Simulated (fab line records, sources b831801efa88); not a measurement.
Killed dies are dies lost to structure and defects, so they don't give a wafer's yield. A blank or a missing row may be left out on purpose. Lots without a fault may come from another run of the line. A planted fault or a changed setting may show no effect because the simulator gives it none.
One fault seen from 2 desks | flow sky130 | each desk has only its own numbers; what lay behind them comes last

THE TOOL OWNER'S DESK: rie_metal-03
The tool's own readings at SKY_METAL4_ETCH_16 (etches BARC in N2/H2, stops on SiO2, time 88.2 s, target depth 60 nm): means of the sampled wafers that have a number, for each lot that ran on this tool. A lot is out of limits, marked OUT, if its mean lies more than 4 standard deviations from the usual mean; the brackets give that distance.
Columns: A = bias_w at SKY_METAL4_ETCH_16, usual 100.0 W; B = drypump_motor_current_A at SKY_METAL4_ETCH_16, usual 5.6 A; C = oes_product_au at SKY_METAL4_ETCH_16, usual 0.626 a.u.; D = run_length_s at SKY_METAL4_ETCH_16, usual 116.6 s; E = throttle_valve_pct at SKY_METAL4_ETCH_16, usual 13.205 %
lot  | first seen here | A     | B   | C               | D               | E
L450 | day 42 18:33    | 99.9  | 5.8 | 0.626           | 116.1           | 13.206
L456 | day 44 07:20    | 100.1 | 5.5 | 0.622           | 116.0           | 13.221
L457 | day 44 18:05    | -     | 5.8 | 0.694 (+15) OUT | 104.6 (-26) OUT | 13.212
L458 | day 44 18:43    | -     | 5.8 | 0.699 (+17) OUT | 104.7 (-26) OUT | 13.209
This desk's finding: out of limits on L457, L458; first on L457, day 44 18:05 (oes_product_au at SKY_METAL4_ETCH_16). In limits: L450, L456.

THE METROLOGY DESK
What the gauges read, lot by lot, whatever tool the lot ran on: means of the sampled wafers that have a number. A lot is out of limits, marked OUT, if its mean lies more than 4 standard deviations from the usual mean; the brackets give that distance.
Columns: A = METAL4_OVL at SKY_METAL4_OVL_MEAS_14, usual -2 nm; B = VIA4_HDPCVD_THK at SKY_VIA4_THK_MEAS_01, usual 1747 nm
lot  | first seen here | A  | B
L448 | day 42 02:23    | -6 | 1753
L449 | day 42 12:50    | -1 | 1754
L450 | day 42 18:29    | -7 | 1744
L456 | day 44 07:16    | -8 | 1732
L457 | day 44 18:02    | 0  | 1741
L458 | day 44 18:38    | -6 | 1740
L463 | day 46 03:07    | -8 | 1724
L465 | day 46 14:53    | -4 | 1781
L467 | day 47 04:29    | -5 | 1759
L468 | day 47 08:44    | -1 | 1739
L469 | day 47 10:51    | -6 | 1758
L471 | day 47 22:58    | 4  | 1733
This desk's finding: nothing out of limits on any of the 12 lots.

PUT TOGETHER
The tool owner's desk could have raised an alarm at day 44 18:05, on L457, L458.
The metrology desk saw nothing out of limits.
The metrology desk has L457, L458 on record, within its limits.
Of the lots named, all ran SKY_METAL4_ETCH_16 on rie_metal-03.

WHAT THE SIMULATOR HAD PUT IN
Process parameter drift: rie_metal-03, from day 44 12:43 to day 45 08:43, at SKY_METAL4_ETCH_16. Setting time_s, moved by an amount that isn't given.
Lots struck among those shown: L457, L458.
Hours from the fault's start to each desk's first reading out of limits: the tool owner's desk, 5.
